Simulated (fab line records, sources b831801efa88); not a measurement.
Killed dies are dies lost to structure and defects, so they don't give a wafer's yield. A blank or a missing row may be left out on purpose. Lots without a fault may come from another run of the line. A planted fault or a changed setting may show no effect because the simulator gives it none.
fab line records | flow gf180mcu
record lots=5 wafers=15 last_day=34
route steps=602 shown VT_IMPLANT@140 DUAL_GATE@141 POLY_GATE@157
lots that met no fault: from a run of the same line without faults
start_h: hours from the record's first day to the start of the lot's first wafer shown | wait_h: hours since the lot's step before | " the same as in the row above | L1.1+2: a row that stands for several wafers | - no value, or no start given | * or withheld: withheld | < > ~ a bound
route shown NAME@n: a module of which the file shows steps, and the number in the route of the first | usual: mean/standard deviation of fault-free wafers | same: alike in all rows | chamber/n: place in a boat | sites: the reading at each site | _std_site: their standard deviation | _edge_site: outer sites' mean less inner sites' | radius_mm: how far each site lies from the wafer's centre | mask NAME#n: copy n | behind: the tool/chamber that last shaped the wafer | hold: why the lot was held/for how many hours/how that ended | device: the transistor (n, p or np) that didn't switch | end of line: the same wafers' tests at the end of the route | a step without rows: its recipe alone | killed: dies lost to structure and defects at the first sort, not the wafer's yield | map: a wafer's dies, x killed, . not, _ none there
set.NAME: the setting as run; set.NAME@STEP: as run at that earlier step | model.NAME: the simulator's own value behind a step, which no gauge read
lots at some steps of the route; a table a step, a row a wafer
services: from which hour (start_h, from the record's first day; less than 0 if before it) a tool's chamber was out of use, for how many hours, and why
## steps
# step GF_VT_IMPLANT_WET_ETCH_50
# recipe chemistry=dHF target_depth_nm=20 target=SiO2 temp_c=25 dilution=100:1 time_s=400
# columns lot.wafer tool chamber start_h wait_h
L077.2+4+6 wet_bench-01 3 185.21 0.1
L083.2+4+5 wet_bench-01 1 219.46 0.1
L085.3+4+5 wet_bench-01 0 238.51 0.1
L093.3+4+5 wet_bench-01 1 286.43 0.1
L096.1+3+4 wet_bench-03 2 305.55 0.1
# step GF_DUAL_GATE_CLEAN_00
# recipe chemistry=SC1/SC2 mix=1:4:20 temp_c=70 time_s=150
# columns lot.wafer tool chamber start_h wait_h
L077.2+4+6 wet_bench-03 1 185.33 0.0
L083.2+4+5 wet_bench-03 3 219.60 0.0
L085.3+4+5 wet_bench-01 1 238.74 0.0
L093.3+4+5 wet_bench-03 1 286.55 0.0
L096.1+3+4 wet_bench-02 1 305.67 0.0
# step GF_DUAL_GATE_CLEAN_01
# recipe chemistry=dHF time_s=20 dilution=100:1 dry=ipa_marangoni
# columns lot.wafer tool chamber start_h wait_h
L077.2+4+6 wet_bench-01 2 185.38 0.0
L083.2+4+5 wet_bench-02 3 219.65 0.0
L085.3+4+5 wet_bench-01 1 238.84 0.0
L093.3+4+5 wet_bench-02 3 286.60 0.0
L096.1+3+4 wet_bench-01 3 305.73 0.0
# step GF_DUAL_GATE_OXIDATION_02
# recipe temp_c=900 ambient=O2 stabilise_s=600 purge_s=300 target_thk_a=108.87 ox_time_s=1602
# usual ox_temp_c_max=903.0/0.75 spike_tc_centre_C=900.2/1.6 zone_power_upper_pct=17.6/0.65
# same ox_time_s=1602 stabilise_s=600
# columns lot.wafer tool chamber start_h wait_h ox_temp_c_max spike_tc_centre_C zone_power_upper_pct
L077.2 furnace-02 0 185.39 0.0 904.3 901.3 18.5
L077.4 " 0 " " 902.8 900.9 18.3
L077.6 " 0 " " 903.8 902.9 18.5
L083.2 furnace-02 0 220.26 0.6 904.2 900.5 18.4
L083.4 " 0 " " 904.6 901.1 18.4
L083.5 " 0 " " 902.5 901.6 18.1
L085.3 furnace-01 0 239.44 0.6 902.8 899.1 17.1
L085.4 " 0 " " 902.8 900.1 16.7
L085.5 " 0 " " 902.8 901.1 17.2
L093.3 furnace-01 0 286.83 0.2 901.2 897.8 17.1
L093.4 " 0 " " 903.0 898.0 17.3
L093.5 " 0 " " 903.0 898.4 17.1
L096.1 furnace-01 0 307.68 1.9 902.4 898.4 16.9
L096.3 " 0 " " 902.7 898.8 17.1
L096.4 " 0 " " 902.6 898.6 17.0
# step GF_DUAL_GATE_THK_MEAS_03
# recipe reads=SiO2_of_DUAL_GATE_OXIDATION_02
# usual DUAL_GATE_OXIDATION_00_THK=10.75/0.25
# columns lot.wafer tool chamber start_h wait_h DUAL_GATE_OXIDATION_00_THK[nm]
L077.2 film_metro-02 - 186.85 0.0 10.90
L077.4 " - " " 11.15
L077.6 " - " " 10.88
L083.2 film_metro-03 - 221.72 0.0 11.02
L083.4 " - " " 10.81
L083.5 " - " " 10.84
L085.3 film_metro-03 - 240.98 0.1 10.30
L085.4 " - " " 10.30
L085.5 " - " " 10.48
L093.3 film_metro-03 - 288.30 0.0 10.31
L093.4 " - " " 10.36
L093.5 " - " " 10.59
L096.1 film_metro-03 - 309.12 0.0 10.72
L096.3 " - " " 10.80
L096.4 " - " " 10.76
# step GF_DUAL_GATE_DEHYDRATE_04
# recipe temp_c=200 time_s=60
# usual chill_plate_temp_C=23.00/0.091 resist_line_temp_C=22.98/0.1
# columns lot.wafer tool chamber start_h wait_h chill_plate_temp_C resist_line_temp_C
L077.2 litho_track-04 0 194.66 7.8 22.90 22.98
L077.4 " 0 " " 22.88 22.86
L077.6 " 0 " " 22.97 22.86
L083.2 litho_track-01 0 229.90 8.2 22.90 23.12
L083.4 " 0 " " 22.97 23.02
L083.5 " 0 " " 22.94 23.01
L085.3 litho_track-01 0 249.08 8.1 22.89 23.05
L085.4 " 0 " " 22.88 23.11
L085.5 " 0 " " 23.08 23.12
L093.3 litho_track-03 0 297.38 9.1 22.90 22.79
L093.4 " 0 " " 23.02 23.10
L093.5 " 0 " " 22.76 23.14
L096.1 litho_track-03 0 318.33 9.2 23.00 22.90
L096.3 " 0 " " 23.09 23.13
L096.4 " 0 " " 23.00 22.98
# step GF_DUAL_GATE_HMDS_05
# recipe prime_time_s=60 prime_temp_c=120
# usual chill_plate_temp_C=23.00/0.1 resist_line_temp_C=23.00/0.1
# columns lot.wafer tool chamber start_h wait_h chill_plate_temp_C resist_line_temp_C
L077.2 litho_track-04 0 194.81 0.1 22.99 23.02
L077.4 " 0 " " 23.00 22.83
L077.6 " 0 " " 22.77 22.91
L083.2 litho_track-01 0 230.05 0.1 23.12 22.96
L083.4 " 0 " " 22.94 23.07
L083.5 " 0 " " 23.05 22.97
L085.3 litho_track-01 0 249.23 0.1 23.08 23.04
L085.4 " 0 " " 23.02 22.98
L085.5 " 0 " " 23.03 22.97
L093.3 litho_track-03 0 297.53 0.1 23.23 22.97
L093.4 " 0 " " 23.12 22.91
L093.5 " 0 " " 23.21 22.82
L096.1 litho_track-03 0 318.48 0.1 23.06 22.80
L096.3 " 0 " " 23.10 22.77
L096.4 " 0 " " 23.02 23.00
# step GF_DUAL_GATE_COAT_06
# recipe resist=NOVOLAK spin_rpm=3000 resist_thk_nm=1000
# usual chill_plate_temp_C=23.00/0.1 resist_line_temp_C=23.01/0.099
# columns lot.wafer tool chamber start_h wait_h chill_plate_temp_C resist_line_temp_C
L077.2 litho_track-04 0 194.96 0.1 22.88 22.96
L077.4 " 0 " " 22.81 22.98
L077.6 " 0 " " 22.84 22.72
L083.2 litho_track-01 0 230.20 0.1 23.07 23.00
L083.4 " 0 " " 23.04 23.04
L083.5 " 0 " " 22.99 23.19
L085.3 litho_track-01 0 249.38 0.1 23.09 22.97
L085.4 " 0 " " 22.97 23.21
L085.5 " 0 " " 23.01 22.92
L093.3 litho_track-03 0 297.68 0.1 23.00 23.02
L093.4 " 0 " " 22.94 22.99
L093.5 " 0 " " 22.98 23.25
L096.1 litho_track-03 0 318.63 0.1 22.88 23.00
L096.3 " 0 " " 22.93 23.05
L096.4 " 0 " " 22.99 23.14
# step GF_DUAL_GATE_SOFTBAKE_07
# recipe temp_c=90 time_s=60 resist=NOVOLAK
# usual chill_plate_temp_C=23.00/0.11 resist_line_temp_C=23.00/0.11
# columns lot.wafer tool chamber start_h wait_h chill_plate_temp_C resist_line_temp_C
L077.2 litho_track-04 0 195.11 0.1 22.88 23.35
L077.4 " 0 " " 22.82 23.13
L077.6 " 0 " " 22.81 23.16
L083.2 litho_track-01 0 230.35 0.1 23.00 23.06
L083.4 " 0 " " 23.03 22.97
L083.5 " 0 " " 22.96 22.99
L085.3 litho_track-01 0 249.53 0.1 23.06 22.78
L085.4 " 0 " " 22.94 22.96
L085.5 " 0 " " 23.05 23.05
L093.3 litho_track-03 0 297.83 0.1 23.08 22.96
L093.4 " 0 " " 23.12 22.87
L093.5 " 0 " " 22.92 22.84
L096.1 litho_track-03 0 318.78 0.1 22.91 22.84
L096.3 " 0 " " 23.15 23.01
L096.4 " 0 " " 23.12 23.03
# step GF_DUAL_GATE_EXPOSE_08
# recipe mask_id=Dualgate target_cd_nm=700 na=0.6 source_shape=conventional sigma_outer=0.6 dose_mj=140
# columns lot.wafer tool chamber start_h wait_h mask
L077.2+4+6 iline_stepper-01 0 - - Dualgate#0
L083.2+4+5 iline_stepper-01 0 - - Dualgate#0
L085.3+4+5 iline_stepper-01 0 - - Dualgate#0
L093.3+4+5 iline_stepper-02 0 - - Dualgate#0
L096.1+3+4 iline_stepper-02 0 - - Dualgate#0
# step GF_DUAL_GATE_PEB_09
# recipe temp_c=withheld time_s=* resist=NOVOLAK
# usual chill_plate_temp_C=* resist_line_temp_C=*
# columns lot.wafer tool chamber start_h wait_h chill_plate_temp_C resist_line_temp_C
L077.2 litho_track-03 0 - - * *
L077.4 " 0 " " * *
L077.6 " 0 " " * *
L083.2 litho_track-01 0 - - * *
L083.4 " 0 " " * *
L083.5 " 0 " " * *
L085.3 litho_track-01 0 - - * *
L085.4 " 0 " " * *
L085.5 " 0 " " * *
L093.3 litho_track-03 0 - - * *
L093.4 " 0 " " * *
L093.5 " 0 " " * *
L096.1 litho_track-04 0 - - * *
L096.3 " 0 " " * *
L096.4 " 0 " " * *
# step GF_DUAL_GATE_DEVELOP_10
# recipe develop_time_s=60 dev_temp_c=23
# usual chill_plate_temp_C=23.00/0.095 developer_temp_C=22.99/0.11 resist_line_temp_C=23.01/0.096
# columns lot.wafer tool chamber start_h wait_h chill_plate_temp_C developer_temp_C resist_line_temp_C
L077.2 litho_track-03 0 203.71 0.1 23.09 22.91 23.17
L077.4 " 0 " " 23.18 23.05 23.20
L077.6 " 0 " " 22.96 22.97 23.08
L083.2 litho_track-01 0 238.75 0.1 23.07 22.98 23.01
L083.4 " 0 " " 22.92 22.95 23.06
L083.5 " 0 " " 22.92 22.96 23.12
L085.3 litho_track-01 0 258.93 0.1 22.82 22.85 23.13
L085.4 " 0 " " 23.03 22.96 23.01
L085.5 " 0 " " 23.02 22.97 22.89
L093.3 litho_track-03 0 307.88 0.1 23.01 22.87 22.99
L093.4 " 0 " " 22.89 22.96 23.12
L093.5 " 0 " " 23.02 22.93 22.93
L096.1 litho_track-04 0 329.14 0.1 23.06 22.77 22.78
L096.3 " 0 " " 23.09 22.82 22.96
L096.4 " 0 " " 23.03 22.83 23.11
# step GF_DUAL_GATE_OVL_MEAS_11
# usual DUAL_GATE_OVL=-0.5/1.2
# columns lot.wafer tool chamber start_h wait_h DUAL_GATE_OVL[nm]
L077.2 overlay-02 - 203.84 0.1 0.1
L077.4 " - " " 0.1
L077.6 " - " " 0.9
L083.2 overlay-02 - 238.88 0.1 -1.3
L083.4 " - " " 2.0
L083.5 " - " " -2.0
L085.3 overlay-02 - 259.04 0.1 1.7
L085.4 " - " " 1.0
L085.5 " - " " 1.4
L093.3 overlay-01 - 307.99 0.1 0.3
L093.4 " - " " 2.0
L093.5 " - " " 0.6
L096.1 overlay-01 - 329.29 0.1 -0.1
L096.3 " - " " 0.3
L096.4 " - " " 1.2
# step GF_DUAL_GATE_WET_ETCH_12
# recipe chemistry=dHF target_depth_nm=13 dry=n2_spin target=SiO2 temp_c=25 dilution=100:1 time_s=260
# columns lot.wafer tool chamber start_h wait_h
L077.2+4+6 wet_bench-01 2 203.87 0.0
L083.2+4+5 wet_bench-02 3 238.91 0.0
L085.3+4+5 wet_bench-02 0 259.06 0.0
L093.3+4+5 wet_bench-01 3 308.01 0.0
L096.1+3+4 wet_bench-03 3 329.32 0.0
# step GF_DUAL_GATE_STRIP_13
# recipe chemistry=O2/N2 power_w=1400 pressure_mtorr=1500 platen_temp_c=250 o2_flow_sccm=3000 n2_flow_sccm=300 overash_fraction=0.5
# usual chamber_pressure_mTorr=1500.1/1.4 drypump_motor_current_A=5.9/0.38 heater_power_w=348/28 oes_product_au=0.715/0.0043 strip_time_to_endpoint_s=12.62/0.039
# columns lot.wafer tool chamber start_h wait_h chamber_pressure_mTorr drypump_motor_current_A heater_power_w oes_product_au rf_hours_counter_h strip_time_to_endpoint_s
L077.2 plasma_asher-01 1 203.95 0.0 1500.2 6.2 325 0.712 54 12.61
L077.4 " 1 " " 1496.8 6.2 318 0.718 - 12.62
L077.6 " 1 " " 1497.9 6.2 323 0.719 - 12.63
L083.2 plasma_asher-02 1 239.00 0.0 1501.3 5.8 321 0.717 12 12.56
L083.4 " 1 " " 1499.0 5.7 316 0.713 - 12.55
L083.5 " 1 " " 1497.6 5.7 315 0.719 - 12.52
L085.3 plasma_asher-04 1 259.18 0.0 1500.2 6.4 393 0.718 - 12.66
L085.4 " 0 " " 1498.9 5.3 342 0.713 - 12.66
L085.5 " 0 " " 1502.8 5.4 335 0.714 - 12.64
L093.3 plasma_asher-02 0 308.13 0.0 1501.8 5.6 373 0.722 - 12.65
L093.4 " 1 " " 1500.0 5.7 314 0.715 - 12.64
L093.5 " 1 " " 1500.1 5.8 324 0.717 - 12.62
L096.1 plasma_asher-04 1 329.40 0.0 1502.0 6.5 402 0.718 70 12.62
L096.3 " 1 " " 1497.8 6.5 393 0.719 - 12.60
L096.4 " 0 " " 1501.9 5.3 334 0.715 - 12.62
# step GF_DUAL_GATE_CLEAN_14
# recipe chemistry=SC1/SC2 mix=1:4:20 temp_c=70 time_s=150 dry=n2_spin
# columns lot.wafer tool chamber start_h wait_h
L077.2+4+6 wet_bench-02 2 204.05 0.1
L083.2+4+5 wet_bench-01 1 239.10 0.1
L085.3+4+5 wet_bench-02 3 259.25 0.0
L093.3+4+5 wet_bench-03 2 308.20 0.0
L096.1+3+4 wet_bench-01 2 329.50 0.1
# step GF_DUAL_GATE_OXIDATION_15
# recipe temp_c=850 ambient=O2 stabilise_s=600 purge_s=300 target_thk_a=70.98 ox_time_s=1995
# usual ox_temp_c_max=852.9/0.72 spike_tc_centre_C=850.1/1.5 zone_power_upper_pct=15.6/0.56
# same ox_time_s=1995 stabilise_s=600
# columns lot.wafer tool chamber start_h wait_h ox_temp_c_max spike_tc_centre_C zone_power_upper_pct
L077.2 furnace-02 0 204.10 0.0 853.6 851.0 16.7
L077.4 " 0 " " 852.7 852.9 16.7
L077.6 " 0 " " 853.6 850.7 16.2
L083.2 furnace-02 0 239.41 0.2 853.1 851.7 16.5
L083.4 " 0 " " 852.8 850.9 16.5
L083.5 " 0 " " 853.9 851.9 16.3
L085.3 furnace-01 0 259.30 0.0 852.7 848.7 15.7
L085.4 " 0 " " 852.5 848.9 15.3
L085.5 " 0 " " 853.1 849.1 15.4
L093.3 furnace-01 0 309.12 0.9 852.3 848.9 14.9
L093.4 " 0 " " 851.6 848.8 15.4
L093.5 " 0 " " 852.7 850.7 15.3
L096.1 furnace-01 0 329.55 0.0 852.3 849.2 15.1
L096.3 " 0 " " 853.0 850.6 15.5
L096.4 " 0 " " 851.5 849.0 15.1
# step GF_POLY_GATE_CVD_00
# recipe material=poly-Si target_thk_nm=200 temp_c=620 time_s=1200 pressure_mtorr=200
# usual spike_tc_centre_C=620.2/1.3 zone_power_upper_pct=8.54/0.2
# columns lot.wafer tool chamber start_h wait_h spike_tc_centre_C zone_power_upper_pct
L077.2 lpcvd-02 0 206.25 0.6 620.6 8.50
L077.4 " 0 " " 619.3 8.40
L077.6 " 0 " " 620.1 8.45
L083.2 lpcvd-02 0 240.96 0.0 620.2 8.23
L083.4 " 0 " " 619.5 8.37
L083.5 " 0 " " 618.1 8.29
L085.3 lpcvd-02 1 260.86 0.0 618.5 8.73
L085.4 " 1 " " 622.0 8.73
L085.5 " 1 " " 620.2 8.71
L093.3 lpcvd-01 0 310.68 0.0 618.9 8.76
L093.4 " 0 " " 622.0 8.67
L093.5 " 0 " " 619.2 8.67
L096.1 lpcvd-02 0 331.11 0.0 620.0 8.31
L096.3 " 0 " " 619.6 8.23
L096.4 " 0 " " 618.4 8.29
# step GF_POLY_GATE_THK_MEAS_01
# recipe reads=poly-Si_of_POLY_GATE_CVD_00
# usual POLY_GATE_CVD_00_THK=200.1/2.1
# columns lot.wafer tool chamber start_h wait_h POLY_GATE_CVD_00_THK[nm]
L077.2 film_metro-02 - 207.59 0.0 196.3
L077.4 " - " " 197.3
L077.6 " - " " 196.0
L083.2 film_metro-02 - 242.31 0.0 202.4
L083.4 " - " " 203.0
L083.5 " - " " 204.1
L085.3 film_metro-02 - 262.21 0.0 198.9
L085.4 " - " " 200.5
L085.5 " - " " 199.9
L093.3 film_metro-02 - 312.03 0.0 200.2
L093.4 " - " " 199.8
L093.5 " - " " 201.3
L096.1 film_metro-02 - 333.11 0.0 201.1
L096.3 " - " " 202.3
L096.4 " - " " 201.7
# step GF_POLY_GATE_DEHYDRATE_02
# recipe temp_c=200 time_s=60
# usual chill_plate_temp_C=23.00/0.11 resist_line_temp_C=22.96/0.097
# columns lot.wafer tool chamber start_h wait_h chill_plate_temp_C resist_line_temp_C
L077.2 litho_track-04 0 215.81 8.2 23.17 22.90
L077.4 " 0 " " 23.15 23.01
L077.6 " 0 " " 23.00 23.07
L083.2 litho_track-02 0 251.05 8.7 22.98 23.07
L083.4 " 0 " " 22.89 23.04
L083.5 " 0 " " 22.95 23.12
L085.3 litho_track-01 0 270.68 8.5 22.97 23.01
L085.4 " 0 " " 23.02 22.74
L085.5 " 0 " " 22.87 23.05
L093.3 litho_track-04 0 321.64 9.6 23.08 23.02
L093.4 " 0 " " 23.09 22.85
L093.5 " 0 " " 23.04 22.97
L096.1 litho_track-04 0 342.64 9.5 23.17 22.98
L096.3 " 0 " " 23.06 22.93
L096.4 " 0 " " 23.00 23.04
# step GF_POLY_GATE_HMDS_03
# recipe prime_time_s=60 prime_temp_c=120
# usual chill_plate_temp_C=23.00/0.11 resist_line_temp_C=22.97/0.096
# columns lot.wafer tool chamber start_h wait_h chill_plate_temp_C resist_line_temp_C
L077.2 litho_track-04 0 215.96 0.1 22.97 22.95
L077.4 " 0 " " 23.08 23.14
L077.6 " 0 " " 23.16 23.18
L083.2 litho_track-02 0 251.20 0.1 23.04 22.81
L083.4 " 0 " " 22.81 22.87
L083.5 " 0 " " 23.10 22.96
L085.3 litho_track-01 0 270.83 0.1 23.03 22.91
L085.4 " 0 " " 23.04 22.85
L085.5 " 0 " " 23.08 22.95
L093.3 litho_track-04 0 321.79 0.1 22.80 22.87
L093.4 " 0 " " 22.88 22.87
L093.5 " 0 " " 22.90 22.91
L096.1 litho_track-04 0 342.79 0.1 23.17 22.83
L096.3 " 0 " " 22.98 22.90
L096.4 " 0 " " 23.13 22.81
# step GF_POLY_GATE_COAT_04
# recipe resist=BARC temp_c=withheld time_s=withheld spin_rpm=withheld resist_thk_nm=withheld
# usual chill_plate_temp_C=* resist_line_temp_C=*
# columns lot.wafer tool chamber start_h wait_h chill_plate_temp_C resist_line_temp_C
L077.2 litho_track-04 0 216.11 0.1 * *
L077.4 " 0 " " * *
L077.6 " 0 " " * *
L083.2 litho_track-02 0 251.35 0.1 * *
L083.4 " 0 " " * *
L083.5 " 0 " " * *
L085.3 litho_track-01 0 270.98 0.1 * *
L085.4 " 0 " " * *
L085.5 " 0 " " * *
L093.3 litho_track-04 0 321.94 0.1 * *
L093.4 " 0 " " * *
L093.5 " 0 " " * *
L096.1 litho_track-04 0 342.94 0.1 * *
L096.3 " 0 " " * *
L096.4 " 0 " " * *
# step GF_POLY_GATE_COAT_05
# recipe resist=KrF spin_rpm=withheld resist_thk_nm=700
# usual chill_plate_temp_C=22.98/0.095 resist_line_temp_C=23.01/0.099
# columns lot.wafer tool chamber start_h wait_h chill_plate_temp_C resist_line_temp_C
L077.2 litho_track-04 0 - - 22.98 23.08
L077.4 " 0 " " 23.07 22.96
L077.6 " 0 " " 22.99 23.04
L083.2 litho_track-02 0 - - 23.07 22.92
L083.4 " 0 " " 23.06 22.95
L083.5 " 0 " " 22.95 22.99
L085.3 litho_track-01 0 - - 23.00 23.06
L085.4 " 0 " " 22.91 23.05
L085.5 " 0 " " 23.07 23.09
L093.3 litho_track-04 0 - - 22.85 23.02
L093.4 " 0 " " 22.97 23.07
L093.5 " 0 " " 23.02 22.98
L096.1 litho_track-04 0 - - 23.05 22.93
L096.3 " 0 " " 23.01 23.03
L096.4 " 0 " " 22.96 22.93
# step GF_POLY_GATE_SOFTBAKE_06
# recipe temp_c=130 time_s=60 resist=KrF
# usual chill_plate_temp_C=23.01/0.11 resist_line_temp_C=23.01/0.12
# columns lot.wafer tool chamber start_h wait_h chill_plate_temp_C resist_line_temp_C
L077.2 litho_track-04 0 - - 22.94 22.94
L077.4 " 0 " " 22.93 22.81
L077.6 " 0 " " 23.01 23.16
L083.2 litho_track-02 0 - - 23.09 23.12
L083.4 " 0 " " 23.19 22.92
L083.5 " 0 " " 22.85 23.06
L085.3 litho_track-01 0 - - 23.15 23.06
L085.4 " 0 " " 23.30 23.04
L085.5 " 0 " " 23.18 23.12
L093.3 litho_track-04 0 - - 23.16 23.02
L093.4 " 0 " " 22.87 23.04
L093.5 " 0 " " 22.95 23.00
L096.1 litho_track-04 0 - - 22.90 23.21
L096.3 " 0 " " 22.90 23.11
L096.4 " 0 " " 23.08 23.02
# step GF_POLY_GATE_EXPOSE_07
# recipe mask_id=Poly2 target_cd_nm=280 na=0.68 source_shape=conventional sigma_outer=0.6 dose_mj=28
# columns lot.wafer tool chamber start_h wait_h mask
L077.2+4+6 krf_scanner-02 0 - - Poly2#0
L083.2+4+5 krf_scanner-02 0 - - Poly2#0
L085.3+4+5 krf_scanner-01 0 - - Poly2#0
L093.3+4+5 krf_scanner-01 0 - - Poly2#0
L096.1+3+4 krf_scanner-01 0 - - Poly2#0
# step GF_POLY_GATE_PEB_08
# recipe peb_temp_c=135 peb_time_s=90 resist=KrF
# usual chill_plate_temp_C=23.02/0.11 resist_line_temp_C=22.99/0.099
# columns lot.wafer tool chamber start_h wait_h chill_plate_temp_C resist_line_temp_C
L077.2 litho_track-01 0 - - 23.16 22.93
L077.4 " 0 " " 23.06 23.01
L077.6 " 0 " " 23.07 23.12
L083.2 litho_track-01 0 - - 23.04 22.93
L083.4 " 0 " " 23.02 22.99
L083.5 " 0 " " 23.07 23.02
L085.3 litho_track-04 0 - - 23.03 22.93
L085.4 " 0 " " 22.96 22.95
L085.5 " 0 " " 22.98 22.86
L093.3 litho_track-04 0 - - 23.02 22.96
L093.4 " 0 " " 23.04 23.04
L093.5 " 0 " " 23.15 22.99
L096.1 litho_track-04 0 - - 23.14 22.92
L096.3 " 0 " " 23.18 23.02
L096.4 " 0 " " 23.12 22.99
# step GF_POLY_GATE_DEVELOP_09
# recipe develop_time_s=60 resist=KrF dev_temp_c=21
# usual chill_plate_temp_C=23.02/0.1 developer_temp_C=21.01/0.11 resist_line_temp_C=23.01/0.12
# columns lot.wafer tool chamber start_h wait_h chill_plate_temp_C developer_temp_C resist_line_temp_C
L077.2 litho_track-01 0 225.00 0.2 22.87 21.04 22.89
L077.4 " 0 " " 23.05 21.31 22.85
L077.6 " 0 " " 23.01 21.19 23.01
L083.2 litho_track-01 0 260.85 0.2 22.98 21.13 23.03
L083.4 " 0 " " 22.99 20.92 23.18
L083.5 " 0 " " 22.97 21.16 23.25
L085.3 litho_track-04 0 280.54 0.1 22.98 21.04 23.02
L085.4 " 0 " " 22.97 21.02 23.04
L085.5 " 0 " " 22.79 20.87 22.83
L093.3 litho_track-04 0 332.64 0.1 22.91 20.97 22.87
L093.4 " 0 " " 22.90 20.94 22.93
L093.5 " 0 " " 22.98 20.98 22.85
L096.1 litho_track-04 0 353.89 0.2 23.08 21.07 23.02
L096.3 " 0 " " 23.02 21.04 23.00
L096.4 " 0 " " 22.94 21.08 22.82
# step GF_POLY_GATE_CD_MEAS_10
# recipe target_cd_nm=280
# usual cd_nm=280.1/1.2
# columns lot.wafer tool chamber start_h wait_h cd_nm
L077.2 cd_sem-02 - 225.18 0.2 278.6
L077.4 " - " " 278.4
L077.6 " - " " 279.1
L083.2 cd_sem-01 - 261.00 0.1 281.4
L083.4 " - " " 280.8
L083.5 " - " " 281.5
L085.3 cd_sem-01 - 280.68 0.1 279.9
L085.4 " - " " 280.5
L085.5 " - " " 281.0
L093.3 cd_sem-01 - 332.78 0.1 283.3
L093.4 " - " " 282.0
L093.5 " - " " 283.2
L096.1 cd_sem-01 - 354.04 0.1 280.8
L096.3 " - " " 281.7
L096.4 " - " " 282.5
# step GF_POLY_GATE_OVL_MEAS_11
# usual POLY_GATE_OVL=0/4.6
# columns lot.wafer tool chamber start_h wait_h POLY_GATE_OVL[nm]
L077.2 overlay-02 - 225.28 0.1 1
L077.4 " - " " 0
L077.6 " - " " -4
L083.2 overlay-01 - 261.10 0.1 -4
L083.4 " - " " -1
L083.5 " - " " -3
L085.3 overlay-02 - 280.77 0.1 -4
L085.4 " - " " -6
L085.5 " - " " -3
L093.3 overlay-02 - 332.87 0.1 6
L093.4 " - " " 1
L093.5 " - " " 6
L096.1 overlay-01 - 354.16 0.1 3
L096.3 " - " " 1
L096.4 " - " " 2
# step GF_POLY_GATE_ETCH_12
# recipe chemistry=N2/H2 target_depth_a=withheld overetch_a=withheld time_s=withheld target=BARC ion_energy_ev=200 source_w=500 bias_w=100 pressure_mtorr=30 n2_flow_sccm=100 h2_flow_sccm=200
# usual chamber_pressure_mTorr=30.003/0.029 drypump_motor_current_A=5.6/0.49 oes_product_au=0.735/0.0044 throttle_valve_pct=13.214/0.0088
# columns lot.wafer tool chamber start_h wait_h chamber_pressure_mTorr drypump_motor_current_A oes_product_au throttle_valve_pct
L077.2 rie_diel-02 0 225.31 0.0 30.007 5.9 0.732 13.204
L077.4 " 1 " " 30.065 5.9 0.729 13.220
L077.6 " 0 " " 30.036 6.0 0.737 13.213
L083.2 rie_diel-01 3 261.13 0.0 30.003 5.0 0.736 13.221
L083.4 " 0 " " 30.017 6.7 0.742 13.220
L083.5 " 1 " " 29.975 5.9 0.739 13.220
L085.3 rie_diel-02 1 280.79 0.0 30.023 5.9 0.731 13.205
L085.4 " 3 " " 30.030 5.0 0.736 13.203
L085.5 " 1 " " 29.961 5.9 0.731 13.223
L093.3 rie_diel-02 0 332.89 0.0 29.978 6.0 0.733 13.210
L093.4 " 1 " " 30.001 5.9 0.736 13.203
L093.5 " 3 " " 30.007 5.1 0.742 13.227
L096.1 rie_diel-01 0 354.19 0.0 29.974 6.7 0.734 13.224
L096.3 " 3 " " 30.062 5.0 0.735 13.228
L096.4 " 1 " " 29.939 5.9 0.734 13.213
# step GF_POLY_GATE_ETCH_13
# recipe target=poly-Si target_depth_nm=198.5 stop_on=SiO2 over_etch_frac=0.403 chemistry=HBr/Cl2 icp_w=400 bias_w=100 pressure_mtorr=10 HBr_flow_sccm=150 Cl2_flow_sccm=50 time_s=69.6
# usual HBr_flow_sccm=150.1/0.47 chamber_pressure_mTorr=10.001/0.0092 drypump_motor_current_A=5.8/0.44 oes_product_au=0.991/0.0084 throttle_valve_pct=33.684/0.0087
# same over_etch_frac=0.403
# columns lot.wafer tool chamber start_h wait_h HBr_flow_sccm chamber_pressure_mTorr drypump_motor_current_A oes_product_au rf_hours_counter_h throttle_valve_pct
L077.2 rie_si-01 2 225.36 - 151.4 9.995 5.3 0.996 8 33.685
L077.4 " 2 " " 150.2 10.001 5.3 0.992 - 33.688
L077.6 " 1 " " 149.9 9.985 5.1 0.989 - 33.692
L083.2 rie_si-02 2 261.18 - 150.1 10.005 6.0 0.992 3 33.664
L083.4 " 0 " " 150.4 10.010 5.8 0.999 109 33.673
L083.5 " 0 " " 150.3 9.996 5.8 0.999 - 33.674
L085.3 rie_si-02 3 280.87 - 150.7 10.009 6.4 0.983 - 33.682
L085.4 " 2 " " 149.5 10.005 6.0 0.993 - 33.690
L085.5 " 3 " " 150.8 10.009 6.4 0.990 - 33.698
L093.3 rie_si-02 3 332.94 - 150.3 10.005 6.4 0.989 6 33.697
L093.4 " 0 " " 150.3 10.016 5.8 0.989 1 33.693
L093.5 " 2 " " 150.6 10.000 6.0 0.999 - 33.685
L096.1 rie_si-01 1 354.24 - 149.2 10.002 5.1 0.985 2 33.679
L096.3 " 3 " " 150.1 9.996 6.2 0.989 1 33.691
L096.4 " 0 " " 151.4 10.000 6.1 0.989 2 33.672
## services
# columns tool chamber start_h hours kind
wet_bench-01 - 166.50 0.5 repair
rie_diel-02 3 176.15 8.2 repair
furnace-01 - 176.51 3.4 pm
rie_diel-02 1 180.96 6.0 repair
rie_si-02 0 181.75 1.9 repair
rie_diel-02 0 182.02 42.4 repair
rie_si-02 3 186.36 1.3 repair
krf_scanner-01 - 188.33 21.0 pm
lpcvd-02 - 214.23 1.2 repair
wet_bench-02 - 215.71 3.3 repair
furnace-01 - 218.22 3.4 pm
krf_scanner-01 - 220.90 0.8 repair
rie_si-02 2 228.30 9.5 repair
wet_bench-03 - 230.46 1.4 repair
furnace-02 - 231.46 3.5 pm
krf_scanner-01 - 231.49 1.3 pm
krf_scanner-01 - 232.79 4.4 pm
rie_diel-02 - 242.14 0.6 repair
krf_scanner-01 - 247.62 0.2 repair
iline_stepper-01 - 253.72 0.8 pm
krf_scanner-01 - 261.82 1.0 pm
rie_si-02 1 277.98 5.8 repair
furnace-02 - 297.93 3.2 pm
furnace-01 - 299.35 6.9 repair
## key
fault none
